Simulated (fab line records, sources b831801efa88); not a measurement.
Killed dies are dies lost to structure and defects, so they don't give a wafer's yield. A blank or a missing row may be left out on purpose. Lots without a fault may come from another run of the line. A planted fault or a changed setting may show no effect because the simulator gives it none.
Which tool did it? | flow sky130 | 13 lots, 39 wafers sampled, at 3 steps of a route of 708

WHAT THE GAUGES READ, wafer by wafer
SKY_VIA3_OVL_MEAS_13. Usual: VIA3_OVL 2 nm, standard deviation 5.5.
lot  | measured     | on         | VIA3_OVL (nm) | flag
L487 | day 40 03:13 | overlay-02 | 1 7 2         |
L488 | day 40 07:38 | overlay-02 | 8 2 3         |
L489 | day 40 09:16 | overlay-01 | 4 1 0         |
L490 | day 40 11:41 | overlay-02 | 2 0 -3        |
L493 | day 41 09:40 | overlay-01 | 6 2 0         |
L492 | day 41 11:44 | overlay-01 | 4 9 5         |
L495 | day 42 00:06 | overlay-01 | -1 1 -1       |
L497 | day 42 18:26 | overlay-02 | 1 -2 -2       |
L498 | day 43 05:38 | overlay-01 | -1 0 -1       |
L499 | day 43 09:42 | overlay-02 | 2 2 6         |
L500 | day 43 15:29 | overlay-02 | 9 6 9         |
L507 | day 45 08:02 | overlay-02 | -12 -9 -8     |
L509 | day 45 15:59 | overlay-01 | 1 -2 -1       |

WHICH TOOL RAN EACH LOT (tool, then ch and the chambers of the sampled wafers, then the start)
lot  | SKY_PWDE_STRIP_09                   | SKY_METAL3_DESCUM_15
L487 | plasma_asher-04 ch 0,1, day 3 23:07 | rie_metal-01 ch 0,1, day 39 01:20
L488 | plasma_asher-03 ch 0,1, day 4 04:15 | rie_metal-03 ch 0,1, day 39 04:52
L489 | plasma_asher-01 ch 0,1, day 4 08:49 | rie_metal-03 ch 0,1, day 39 07:07
L490 | plasma_asher-01 ch 0,1, day 4 14:48 | rie_metal-03 ch 0,1, day 39 09:58
L493 | plasma_asher-01 ch 0,1, day 5 06:52 | rie_metal-03 ch 0,1, day 40 07:41
L492 | plasma_asher-03 ch 0,1, day 5 07:08 | rie_metal-01 ch 0,1, day 40 10:13
L495 | plasma_asher-01 ch 0,1, day 5 16:50 | rie_metal-02 ch 0,1, day 40 22:45
L497 | plasma_asher-04 ch 0,1, day 6 07:59 | rie_metal-02 ch 0, day 41 17:17
L498 | plasma_asher-03 ch 0,1, day 6 16:11 | rie_metal-03 ch 0,1, day 42 05:01
L499 | plasma_asher-01 ch 0,1, day 6 16:35 | rie_metal-01 ch 0,1, day 42 09:26
L500 | plasma_asher-03 ch 0,1, day 6 23:07 | rie_metal-01 ch 1, day 42 14:40
L507 | plasma_asher-01 ch 1, day 8 13:30   | rie_metal-03 ch 0,1, day 44 08:13
L509 | plasma_asher-04 ch 0, day 8 22:41   | rie_metal-02 ch 0,1, day 44 16:10
- SKY_PWDE_STRIP_09: strips in O2/N2.
- SKY_METAL3_DESCUM_15: chemistry O2, time 8 s.

WHAT THE TOOLS THEMSELVES READ (means of the sampled wafers that have a number; where no wafer has one, the mark that the record gives instead)
SKY_PWDE_STRIP_09. Usual: drypump_motor_current_A 5.5 A, standard deviation 0.47; n2_flow_sccm 299.8 sccm, standard deviation 1; oes_product_au 0.722 a.u., standard deviation 0.0044; strip_time_to_endpoint_s 36.91 s, standard deviation 0.1.
lot  | tool            | drypump_motor_current_A (A) | n2_flow_sccm (sccm) | oes_product_au (a.u.) | strip_time_to_endpoint_s (s) | flag
L487 | plasma_asher-04 | 5.3                         | 299.4               | 0.723                 | 36.96                        |
L488 | plasma_asher-03 | 5.2                         | 300.4               | 0.722                 | 36.77                        |
L489 | plasma_asher-01 | 6.1                         | 300.7               | 0.722                 | 36.77                        |
L490 | plasma_asher-01 | 6.1                         | 299.4               | 0.721                 | 36.80                        |
L493 | plasma_asher-01 | 6.1                         | 299.7               | 0.722                 | 36.88                        |
L492 | plasma_asher-03 | 5.2                         | 301.3               | 0.720                 | 37.04                        |
L495 | plasma_asher-01 | 6.1                         | 300.0               | 0.724                 | 36.91                        |
L497 | plasma_asher-04 | 5.2                         | 299.8               | 0.721                 | 36.91                        |
L498 | plasma_asher-03 | 5.2                         | 299.2               | 0.723                 | 36.81                        |
L499 | plasma_asher-01 | 6.1                         | 299.1               | 0.726                 | 36.97                        |
L500 | plasma_asher-03 | 5.2                         | 299.8               | 0.719                 | 36.92                        |
L507 | plasma_asher-01 | 6.0                         | 298.0               | 0.717                 | 36.99                        |
L509 | plasma_asher-04 | 5.4                         | 299.6               | 0.719                 | 36.93                        |

SKY_METAL3_DESCUM_15. Usual: drypump_motor_current_A 5.5 A, standard deviation 0.61; oes_product_au 1.001 a.u., standard deviation 0.0093.
lot  | tool         | drypump_motor_current_A (A) | oes_product_au (a.u.) | flag
L487 | rie_metal-01 | 5.5                         | 1.007                 |
L488 | rie_metal-03 | 6.1                         | 0.994                 |
L489 | rie_metal-03 | 6.1                         | 1.006                 |
L490 | rie_metal-03 | 5.5                         | 1.001                 |
L493 | rie_metal-03 | 6.1                         | 1.001                 |
L492 | rie_metal-01 | 5.3                         | 1.008                 |
L495 | rie_metal-02 | 5.2                         | 0.993                 |
L497 | rie_metal-02 | 5.1                         | 1.002                 |
L498 | rie_metal-03 | 6.1                         | 0.992                 |
L499 | rie_metal-01 | 5.3                         | 1.011                 |
L500 | rie_metal-01 | 5.1                         | 1.019                 |
L507 | rie_metal-03 | 5.6                         | 0.994                 |
L509 | rie_metal-02 | 5.1                         | 1.001                 |

THE ANSWER, worked out from the rows above alone
Rule: a lot is off if the mean of its wafers that have a number lies more than 3 standard deviations from the usual mean. A lot without any number at a reading at which 4 lots or more have one is off too. The other lots that the step has rows for count as sound. The gauges are gone through in route order, then the tools' own readings, and for those a lot's mean is taken as printed above. The first step at which some lot is off is used, and at that step the reading that is off furthest; a lot without a number counts as furthest.
No lot is off at any reading shown: from this, nothing can be told.

WHAT THE SIMULATOR HAD PUT IN
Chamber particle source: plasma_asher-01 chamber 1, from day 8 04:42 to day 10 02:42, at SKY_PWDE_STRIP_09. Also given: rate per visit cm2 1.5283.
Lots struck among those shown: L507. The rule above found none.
